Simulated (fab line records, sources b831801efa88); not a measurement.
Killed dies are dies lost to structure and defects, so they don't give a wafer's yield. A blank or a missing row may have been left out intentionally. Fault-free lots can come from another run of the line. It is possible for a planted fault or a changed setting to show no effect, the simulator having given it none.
Which tool is to blame? | flow sky130 | 12 lots with 36 wafers sampled at 3 steps, on a route of 708 steps

## WHAT EACH GAUGE READ, for each wafer
SKY_NWELL_THK_MEAS_02.
lot  | measured    | on            | NWELL_OXIDATION_THK (nm)
L989 | day 2 12:50 | film_metro-04 | 10.05 9.94 10.19
L990 | day 2 17:03 | film_metro-04 | 10.24 10.23 10.22
L991 | day 2 23:05 | film_metro-02 | 10.15 10.08 10.04
L993 | day 3 13:07 | film_metro-04 | 10.12 10.24 10.23
L994 | day 3 17:43 | film_metro-02 | 10.24 10.10 10.11
L997 | day 4 06:54 | film_metro-02 | 9.63 9.60 9.90
L998 | day 4 11:22 | film_metro-02 | 10.13 10.05 10.11
L101 | day 5 09:26 | film_metro-02 | 9.93 9.73 9.63
L103 | day 5 13:50 | film_metro-02 | 9.80 9.98 9.93
L104 | day 5 17:38 | film_metro-04 | 9.87 9.86 10.03
L107 | day 6 14:46 | film_metro-01 | 9.97 9.94 9.89
L108 | day 6 18:50 | film_metro-04 | 10.04 10.19 10.30

SKY_LDD_P_CD_MEAS_07: the cd target is 380 nm.
lot  | measured     | on        | cd_nm (nm)
L989 | day 18 22:46 | cd_sem-02 | 379.9 378.9 380.1
L990 | day 19 09:41 | cd_sem-02 | 382.4 379.3 378.1
L991 | day 20 04:49 | cd_sem-01 | 384.7 384.3 385.3
L993 | day 20 22:16 | cd_sem-02 | 379.3 380.3 380.3
L994 | day 21 05:54 | cd_sem-01 | 378.8 382.0 383.1
L997 | day 21 22:17 | cd_sem-01 | 377.8 376.3 376.8
L998 | day 22 07:50 | cd_sem-02 | 380.0 382.1 380.2
L101 | day 23 16:47 | cd_sem-01 | 379.0 379.2 379.4
L103 | day 24 03:34 | cd_sem-01 | 388.8 381.5 382.4
L104 | day 24 09:31 | cd_sem-02 | 391.7 381.1 384.5
L107 | day 25 13:55 | cd_sem-01 | 379.0 376.0 377.0
L108 | day 25 22:55 | cd_sem-01 | 381.5 379.9 378.7

## EACH LOT AND THE TOOL THAT RAN IT (in order: tool; ch and the chambers of the sampled wafers; start)
lot  | SKY_LDD_P_DEVELOP_06
L989 | litho_track-02 ch 0, day 18 22:37
L990 | litho_track-04 ch 0, day 19 09:32
L991 | litho_track-04 ch 0, day 20 04:41
L993 | litho_track-02 ch 0, day 20 22:07
L994 | litho_track-02 ch 0, day 21 05:46
L997 | litho_track-01 ch 0, day 21 22:09
L998 | litho_track-02 ch 0, day 22 07:41
L101 | litho_track-02 ch 0, day 23 16:38
L103 | litho_track-02 ch 0, day 24 03:25
L104 | litho_track-02 ch 0, day 24 09:22
L107 | litho_track-01 ch 0, day 25 13:46
L108 | litho_track-01 ch 0, day 25 22:46
- SKY_LDD_P_DEVELOP_06: develop time 60 s.

## AS READ BY THE TOOLS THEMSELVES (means over the sampled wafers that have a number; for cases with no such wafer, the mark the record gives instead)
SKY_LDD_P_DEVELOP_06.
lot  | tool           | resist_line_temp_C (C)
L989 | litho_track-02 | 23.07
L990 | litho_track-04 | 22.95
L991 | litho_track-04 | 22.84
L993 | litho_track-02 | 23.09
L994 | litho_track-02 | 23.00
L997 | litho_track-01 | 22.93
L998 | litho_track-02 | 22.90
L101 | litho_track-02 | 22.88
L103 | litho_track-02 | 23.05
L104 | litho_track-02 | 23.09
L107 | litho_track-01 | 22.94
L108 | litho_track-01 | 22.98

## THE ANSWER, worked out from the rows above alone
Rule: the usual values come from the lots themselves. The widest of any qualifying gaps counts: lots, ordered by their means at a reading, are off when they make up no more than a third of the lots, leave a main group of 4 or more, and stand apart from it by 3 or more times the standard deviation of that group's means. A main group is skipped when, at the precision printed for the reading in the tables above, its means are all equal. A lot without any number at a reading at which 4 lots or more have one is off too. The other lots that the step has rows for count as sound. First the gauges in route order, then the tools' own readings, where a lot's mean is used as printed above. The first step at which some lot is off is used, and at that step the reading that is off furthest; a lot without a number counts as furthest.
Nothing can be told from this: no lot is off at any reading shown.

## WHAT THE SIMULATOR HAD INSERTED
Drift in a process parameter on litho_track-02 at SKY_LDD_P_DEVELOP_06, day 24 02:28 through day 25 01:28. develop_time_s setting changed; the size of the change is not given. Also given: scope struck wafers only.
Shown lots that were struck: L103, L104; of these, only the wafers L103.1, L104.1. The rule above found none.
